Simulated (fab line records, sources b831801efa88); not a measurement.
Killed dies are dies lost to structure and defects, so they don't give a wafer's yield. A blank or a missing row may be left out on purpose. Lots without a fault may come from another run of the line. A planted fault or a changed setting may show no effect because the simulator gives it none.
Which tool did it? | flow sky130 | 12 lots, 36 wafers sampled, at 2 steps of a route of 708

WHAT THE GAUGES READ, wafer by wafer
SKY_LOCAL_INTERCONNECT_RS_MEAS_01: measures by four-point-probe.
lot  | measured     | on            | LOCAL_INTERCONNECT_TIN_RS (ohm/sq)
L075 | day 30 00:50 | film_metro-01 | 14.24 13.81 14.29
L077 | day 31 01:44 | film_metro-04 | 14.42 14.32 14.01
L079 | day 31 13:49 | film_metro-03 | 13.75 14.04 13.82
L081 | day 32 09:01 | film_metro-01 | 14.07 14.29 14.37
L083 | day 33 11:20 | film_metro-03 | 14.27 14.15 14.22
L085 | day 33 21:25 | film_metro-03 | 14.11 14.27 14.35
L087 | day 34 08:07 | film_metro-01 | 14.04 14.18 14.23
L089 | day 34 21:29 | film_metro-04 | 14.16 14.13 13.99
L091 | day 35 08:13 | film_metro-03 | 14.23 13.96 14.09
L093 | day 35 20:05 | film_metro-03 | 14.22 14.14 13.83
L095 | day 36 15:39 | film_metro-04 | 13.97 14.38 14.32
L097 | day 37 00:25 | film_metro-04 | 14.10 14.32 14.45

WHICH TOOL RAN EACH LOT (tool, then ch and the chambers of the sampled wafers, then the start)
lot  | SKY_FIELD_ISO_ETCH_15
L075 | rie_diel-03 ch 0,1,3, day 2 11:19
L077 | rie_diel-04 ch 0,1, day 2 22:10
L079 | rie_diel-03 ch 0,1,2, day 3 08:14
L081 | rie_diel-02 ch 0,2,3, day 3 18:47
L083 | rie_diel-04 ch 2,3, day 4 04:07
L085 | rie_diel-02 ch 1,3, day 4 17:14
L087 | rie_diel-03 ch 2,3, day 5 05:02
L089 | rie_diel-02 ch 0,1,2, day 5 18:31
L091 | rie_diel-02 ch 2,3, day 6 01:44
L093 | rie_diel-03 ch 1,2, day 6 11:16
L095 | rie_diel-02 ch 1,2, day 6 17:32
L097 | rie_diel-02 ch 1,3, day 7 07:20
- SKY_FIELD_ISO_ETCH_15: etches the open film in CHF3/O2, stops on Si, target depth 180 nm, time 72 s.

THE ANSWER, worked out from the rows above alone
Rule: what is usual is taken from the lots themselves. Put in order of their means at a reading, lots are off if they are a third of the lots or fewer, leave a main group of 4 or more, and stand apart from it by a gap of 3 or more times the standard deviation of the main group's means; of several such gaps the widest counts. A main group whose means are all the same, to the digits that the tables above print for the reading, isn't used. A lot without any number at a reading at which 4 lots or more have one is off too. The other lots that the step has rows for count as sound.
No lot is off at any reading shown: from this, nothing can be told.

WHAT THE SIMULATOR HAD PUT IN
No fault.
